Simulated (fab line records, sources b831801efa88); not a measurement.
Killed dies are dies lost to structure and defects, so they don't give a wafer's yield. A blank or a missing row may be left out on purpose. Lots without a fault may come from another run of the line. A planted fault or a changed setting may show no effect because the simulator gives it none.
A struck lot beside a sound one | flow gf180mcu | 19 steps out of a route of 602
Sound: wafers L308.2, L308.4, L308.5. Struck: wafers L301.1, L301.2, L301.6. The cause comes at the end.
At each step with rows: each side's tool, then ch and its chambers, then its first start. Under that, the readings that differ: sound wafers | struck wafers | difference of the means | sigmas: that difference in standard deviations of wafers without a fault.
alike: readings whose means differ by less than 2 such deviations, and words and numbers that are the same on both sides. not compared: withheld readings, readings that some wafer has no value for, bounds like >300 that may hide the same value, and numbers for which the record gives no deviation and whose values overlap.
The two part at a step that has a row with sigmas, a row that says differs or no value, or rows on one side only. Numbers that don't overlap but have no deviation are shown without sigmas and don't part them. A reading that every wafer of one side lacks parts them only if that side has two wafers or more.

first, 1 step without rows for these wafers: GF_V1_CMP_26 (polishes, stops on SiO2, t overpolish 15 s, target thk 0 nm).
GF_M2_SPUTTER_00: material Ti, target thk 37.5 nm, time 144.8 s.
  sound on pvd_sputter-03, day 22 16:44; struck on pvd_sputter-04, day 20 03:59
  alike: throttle_valve_pct
GF_M2_SPUTTER_01: material TiN, target thk 30 nm, time 25 s.
  sound on pvd_sputter-03, day 22 16:50; struck on pvd_sputter-04, day 20 04:05
  alike: throttle_valve_pct
GF_M2_SPUTTER_02: material AlCu, target thk 450 nm, time 23.9 s.
  sound on pvd_sputter-03, day 22 16:52; struck on pvd_sputter-04, day 20 04:07
  alike: throttle_valve_pct
GF_M2_SPUTTER_03: material Ti, target thk 10 nm, time 6.7 s.
  sound on pvd_sputter-03, day 22 16:54; struck on pvd_sputter-04, day 20 04:08
  alike: throttle_valve_pct
then, 1 step without rows for these wafers: GF_M2_SPUTTER_04 (material TiN, target thk 50 nm, time 41.7 s).
GF_M2_RS_MEAS_05: measures by four-point-probe.
  sound on film_metro-04, day 22 16:59; struck on film_metro-04, day 20 04:12
  alike: M2_ALCU_RS
GF_M2_THK_MEAS_06: measures by xrf.
  sound on film_metro-04, day 22 17:05; struck on film_metro-04, day 20 04:19
  alike: M2_ALCU_THK
then, 4 steps without rows for these wafers: GF_M2_DEHYDRATE_07 (time 60 s); GF_M2_HMDS_08 (prime time 60 s); GF_M2_COAT_09 (resist thk 1000 nm); GF_M2_SOFTBAKE_10 (time 61.53 s).
GF_M2_EXPOSE_11: exposes mask Metal2, target cd 280 nm.
  sound on krf_scanner-01 ch 0, day 23 04:04; struck on krf_scanner-02 ch 0, day 20 16:19
  reading              | sound             | struck            | difference | sigmas
  exposure_dose_mJ_cm2 | 27.98 28.00 27.97 | 25.25 25.25 25.23 | -2.74      | -91
  alike: mask
then, 2 steps without rows for these wafers: GF_M2_PEB_12 (peb time 90 s); GF_M2_DEVELOP_13 (develop time 60 s).
GF_M2_CD_MEAS_14: target cd 280 nm.
  sound on cd_sem-02, day 23 15:38; struck on cd_sem-01, day 21 04:22
  reading    | sound             | struck            | difference | sigmas
  cd_nm (nm) | 278.7 279.1 277.3 | 198.9 278.2 255.8 | -34.1      | -26
GF_M2_OVL_MEAS_15:
  sound on overlay-02, day 23 15:44; struck on overlay-02, day 21 04:29
  alike: M2_OVL
GF_M2_METAL_ETCH_16: etches the open film in Cl2/BCl3, stops on SiO2, target depth 627.5 nm, time 104.6 s.
  sound on rie_metal-02 ch 0,1, day 23 15:46; struck on rie_metal-04 ch 0,1, day 21 04:31
  reading                     | sound             | struck            | difference | sigmas
  drypump_motor_current_A (A) | 6.1 5.9 5.9       | 5.4 5.1 5.1       | -0.8       | -2
  model.M2.cd_nm (nm)         | 276.2 276.9 276.6 | 200.3 273.4 251.2 | -34.9      |
  alike: oes_product_au, rf_fwd_power_W, throttle_valve_pct
  not compared: rf_hours_counter_h
GF_M2_STRIP_17: strips in O2/N2.
  sound on plasma_asher-01 ch 0,1, day 23 15:53; struck on plasma_asher-03 ch 0,1, day 21 04:38
  alike: drypump_motor_current_A, heater_power_w, oes_product_au, strip_time_to_endpoint_s
  not compared: rf_hours_counter_h

WHERE THEY PART
First at GF_M2_EXPOSE_11; last, within this record, at GF_M2_METAL_ETCH_16. Later steps at which nothing parts them and some readings are alike: GF_M2_STRIP_17.

WHY: what the simulator had put in
Process parameter drift: krf_scanner-02, from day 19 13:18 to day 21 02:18, at GF_M2_EXPOSE_11. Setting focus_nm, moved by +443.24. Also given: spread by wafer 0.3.
